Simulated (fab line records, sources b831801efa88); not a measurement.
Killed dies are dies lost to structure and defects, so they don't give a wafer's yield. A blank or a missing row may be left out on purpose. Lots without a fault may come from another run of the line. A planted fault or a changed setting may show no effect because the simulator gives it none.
Problem report in the 8D (eight disciplines) form, filled by code | flow gf180mcu | the parts of the form that need people (team, actions taken, sign-off) are left out

1. THE PROBLEM
bias_w at GF_M4_METAL_ETCH_16 reads a mean of 151.2 W on 6 wafers of 2 lots; wafers without a fault read 140.0 W with a standard deviation of 0.39. That is +29 standard deviations from the usual mean.
The step: etches the open film in Cl2/BCl3, stops on SiO2, target depth 750.8 nm, time 125.1 s.
First seen on wafer L500.2, day 28 03:09, on rie_metal-04. The record holds 36 wafers of 12 lots with a number at this step. Rule for "out", or "out of limits": more than 4 standard deviations from the usual mean. The other wafers with a number count as sound.

2. WHAT IT IS AND WHAT IT IS NOT
question                    | is                     | is not
which readings at this step | bias_w                 | drypump_motor_current_A, oes_product_au, throttle_valve_pct
which lots                  | L500, L505             | L487, L490, L494, L495, L497, L498, L499, L501, L502, L509
which wafers of those lots  | all that have a number | -
read on which tools         | rie_metal-04           | rie_metal-02, rie_metal-03
when                        | from day 28 03:09      | up to then (21 sound wafers); but 9 sound wafers of L501, L502, L509 came after

3. SUSPECTS, AND WHAT RULES EACH OUT
Counting: a tool at a process step up to the reading stays a suspect if it ran every lot that is out and no sound lot after the first of them.
- rie_metal-04 at GF_M4_METAL_ETCH_16 (etches the open film in Cl2/BCl3, stops on SiO2, target depth 750.8 nm, time 125.1 s): kept. It ran every lot that is out, first L500 (day 28 03:09), and no sound lot after that; its last sound lot up to then is L499 (day 27 18:01). Its own readings are out on those wafers: bias_w.
Left after counting: rie_metal-04 at GF_M4_METAL_ETCH_16.

4. THE CAUSE (what the simulator had put in)
Process parameter drift: rie_metal-04, from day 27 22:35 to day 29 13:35, at GF_M4_METAL_ETCH_16. Setting bias_w, moved by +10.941, from 140. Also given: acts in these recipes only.
Counting left only this tool.

5. THE CHAIN OF EFFECTS, in route order
Each row: a reading whose mean over the struck wafers that have a number lies more than 3 standard deviations from the usual. Only readings for which the record gives a usual standard deviation are gone through. hours: the time from each lot's start at the first step in this table that gives one to its start at this step, as a median over the lots. sigmas: the change in usual standard deviations.
hours | step                | reading | usual   | on struck wafers | change | sigmas
0     | GF_M4_METAL_ETCH_16 | bias_w  | 140.0 W | 151.2            | +11.2  | +29
The process steps in it:
- GF_M4_METAL_ETCH_16: etches the open film in Cl2/BCl3, stops on SiO2, target depth 750.8 nm, time 125.1 s.

6. WHAT WOULD HAVE CAUGHT IT SOONER
In this record the first reading out of limits was taken at day 28 03:09, 5 hours after the fault began at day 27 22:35.
